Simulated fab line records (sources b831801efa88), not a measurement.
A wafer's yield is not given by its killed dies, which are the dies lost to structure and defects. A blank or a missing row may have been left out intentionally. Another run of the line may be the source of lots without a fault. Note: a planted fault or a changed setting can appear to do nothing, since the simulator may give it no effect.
fab line records | flow sky130
[record] lots = 13 wafers = 37 lastDay = 51
route steps=708 shown SONOS_TUNNEL@163
lots that met no fault: taken from a fault-free run of the same line
startH: start of the lot's first displayed wafer, in hours after the record's first day | waitH: hours since the lot's step before | " unchanged from the row above | L1.1+2: several wafers, shown together as one row | - value missing, or start not given | * or withheld: withheld | < > ~ a bound
route shown NAME@n: NAME is a module with steps in the file, n the number in the route of the first one | usual: mean and standard deviation over wafers with no fault | same: alike in all rows | chamber/n: place in a boat | sites: the reading at each site | _std_site: standard deviation across them | _edge_site: mean of outer sites minus mean of inner sites | radiusMm: how far each site lies from the wafer's centre | mask NAME#n: copy n | behind: the last tool/chamber to shape the wafer | hold: cause of the lot's hold/its duration in hours/its outcome | device: which transistor (n, p or np) failed to switch | end of line: the tests these same wafers got at the end of their route | a step with no rows: only its recipe | killed: count of dies lost to structure and defects at first sort (not the wafer's yield) | map: per-die view of a wafer (x killed, . not killed, _ where there is no die)
set.NAME: setting as actually run; set.NAME@STEP: the setting as run at that earlier step | model.NAME: the simulator's own value behind a step, which no gauge read
route steps across a sampled set of lots; one table per step, one row per wafer
services: a tool's chamber out of use, with start hour (startH, from the record's first day; less than 0 if before it), hours out, and reason
[[steps]]
[step SKY_SONOS_TUNNEL_IMPLANT_09]
[recipe] species = B energyKev = 20 doseCm2 = 1e+12 tiltDeg = withheld
// columns lot.wafer tool chamber startH waitH
L647.3+4+6 implanter-02 0 251.59 0.1
L648.1+4+5 implanter-03 0 254.35 0.0
L649.1+3+5 implanter-02 0 260.99 0.0
L651.1+3+5 implanter-01 0 281.75 0.0
L656.1+4+6 implanter-03 0 318.79 0.0
L657.2 implanter-02 0 321.82 0.0
L660.1+3+5 implanter-01 0 349.70 0.0
L663.1+2+4 implanter-03 0 372.39 0.0
L664.3+4+6 implanter-03 0 383.14 0.1
L667.1+3+6 implanter-01 0 405.72 0.0
L668.2+4+5 implanter-01 0 415.47 0.0
L669.2+4+5 implanter-02 0 424.27 0.0
L670.1+3+6 implanter-01 0 454.31 0.0
[step SKY_SONOS_TUNNEL_TW_MEAS_12]
[usual] SONOS_TUNNEL_TW = 198.9/1.2
// columns lot.wafer tool chamber startH waitH hold SONOS_TUNNEL_TW
L647.3 filmMetro-04 - 252.00 0.0 - 197.2
L647.4 " - " " - 199.0
L647.6 " - " " - 198.3
L648.1 filmMetro-01 - 254.80 0.0 - 200.1
L648.4 " - " " - 200.5
L648.5 " - " " - 200.1
L649.1 filmMetro-03 - 261.40 0.0 - 198.0
L649.3 " - " " - 198.6
L649.5 " - " " - 198.2
L651.1 filmMetro-01 - 282.19 0.0 - 200.1
L651.3 " - " " - 199.2
L651.5 " - " " - 200.0
L656.1 filmMetro-04 - 319.29 0.0 - 200.1
L656.4 " - " " - 199.8
L656.6 " - " " - 199.4
L657.2 filmMetro-01 - 322.21 0.0 awaitDispo/0.2h/release 178.4
L657.2 filmMetro-01 - 322.44 0.2 - 178.7
L660.1 filmMetro-01 - 350.11 0.0 - 200.6
L660.3 " - " " - 200.3
L660.5 " - " " - 200.5
L663.1 filmMetro-04 - 372.83 0.0 - 197.6
L663.2 " - " " - 198.7
L663.4 " - " " - 197.6
L664.3 filmMetro-03 - 383.52 0.0 - 197.9
L664.4 " - " " - 199.4
L664.6 " - " " - 198.6
L667.1 filmMetro-01 - 406.15 0.0 - 199.9
L667.3 " - " " - 200.4
L667.6 " - " " - 200.3
L668.2 filmMetro-04 - 415.86 0.0 - 198.5
L668.4 " - " " - 197.9
L668.5 " - " " - 198.1
L669.2 filmMetro-01 - 424.66 0.0 - 199.9
L669.4 " - " " - 199.9
L669.5 " - " " - 198.9
L670.1 filmMetro-04 - 454.74 0.0 - 200.3
L670.3 " - " " - 199.5
L670.6 " - " " - 198.4
[[services]]
// columns tool chamber startH hours kind
implanter-01 - 265.01 2.3 repair
implanter-01 - 267.98 4.0 repair
implanter-01 - 324.87 1.2 repair
implanter-01 - 357.34 33.9 pm
implanter-03 - 406.74 1.8 repair
implanter-03 - 413.32 4.8 pm
[[key]]
[firstSign] step = SKY_SONOS_TUNNEL_TW_MEAS_12 reading = visit direction = added
[effect] step = SKY_SONOS_TUNNEL_TW_MEAS_12 reading = SONOS_TUNNEL_TW direction = down sigmas = 17 usual = 198.9 struck = 178.4
metAt SKY_SONOS_TUNNEL_IMPLANT_09
struckLots L657
struckWafers L657.2
testerLeftOut L657
onsetBetween 260.99 321.82
[fault] kind = processParameterDrift tool = implanter-02 chamber = - onsetH = 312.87 steps = SKY_SONOS_TUNNEL_IMPLANT_09 channel = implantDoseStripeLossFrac offset = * shape = step endH = 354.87 scope = struckWafersOnly
// testerLeftOut: of these lots the tester's yield and bins aren't shown, on N5 and GAA mostly nor the transistor test; their killed dies are dies lost to structure and defects alone, not to doping, threshold or leakage, so they don't give the yield
